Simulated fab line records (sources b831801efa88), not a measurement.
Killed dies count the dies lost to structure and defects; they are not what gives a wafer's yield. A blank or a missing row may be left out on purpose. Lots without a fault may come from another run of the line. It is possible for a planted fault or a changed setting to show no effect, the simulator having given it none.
Matching of chambers :: flow sky130 :: SKY_PASSIVATION_CVD_02 on pecvd-02: 3 sister chambers
The step deposits Si3N4, target thk 540 nm. 3 wafers are shown with their chamber, then 12 later ones without.

## WAFERS, EACH WITH ITS CHAMBER
wafer: L087.3
chamber: 0
heater_power_w (W): 531

wafer: L089.5
chamber: 1
heater_power_w (W): 762

wafer: L089.6
chamber: 2
heater_power_w (W): 656

## WAFERS WITHOUT THEIR CHAMBER
wafer: L091.1
heater_power_w (W): 544

wafer: L091.5
heater_power_w (W): 579

wafer: L091.6
heater_power_w (W): 818

wafer: L092.3
heater_power_w (W): 684

wafer: L092.5
heater_power_w (W): 526

wafer: L092.6
heater_power_w (W): 810

wafer: L093.2
heater_power_w (W): 608

wafer: L093.3
heater_power_w (W): 787

wafer: L093.5
heater_power_w (W): 474

wafer: L094.1
heater_power_w (W): 497

wafer: L094.3
heater_power_w (W): 641

wafer: L094.6
heater_power_w (W): 821

## WHICH CHAMBER EACH ONE RAN IN
wafer: L091.1
from the rows above: 0
in truth: 0

wafer: L091.5
from the rows above: can't be placed: 0 or 2
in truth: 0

wafer: L091.6
from the rows above: 1
in truth: 1

wafer: L092.3
from the rows above: can't be placed: 2 or 1
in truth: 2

wafer: L092.5
from the rows above: 0
in truth: 0

wafer: L092.6
from the rows above: 1
in truth: 1

wafer: L093.2
from the rows above: can't be placed: 2 or 0
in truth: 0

wafer: L093.3
from the rows above: 1
in truth: 1

wafer: L093.5
from the rows above: 0
in truth: 0

wafer: L094.1
from the rows above: 0
in truth: 0

wafer: L094.3
from the rows above: 2
in truth: 2

wafer: L094.6
from the rows above: 1
in truth: 1
Placed correctly: 9 of 12. Unplaceable from these rows: 3, with the true chamber sitting among the candidates in 3. Number placed wrongly: 0.
How it was worked out, from the rows above alone: a wafer's distance from a chamber is the root of the sum, over the readings, of the square of ((its reading less the chamber's mean) divided by the reading's scatter). If the next closest chamber is less than 2 further off than the closest, the wafer can't be placed; otherwise it belongs to the closest. A chamber's mean is the mean of its shown wafers. The scatter: root of mean squared gap, hidden wafer to nearest shown wafer, with one shown wafer a chamber.
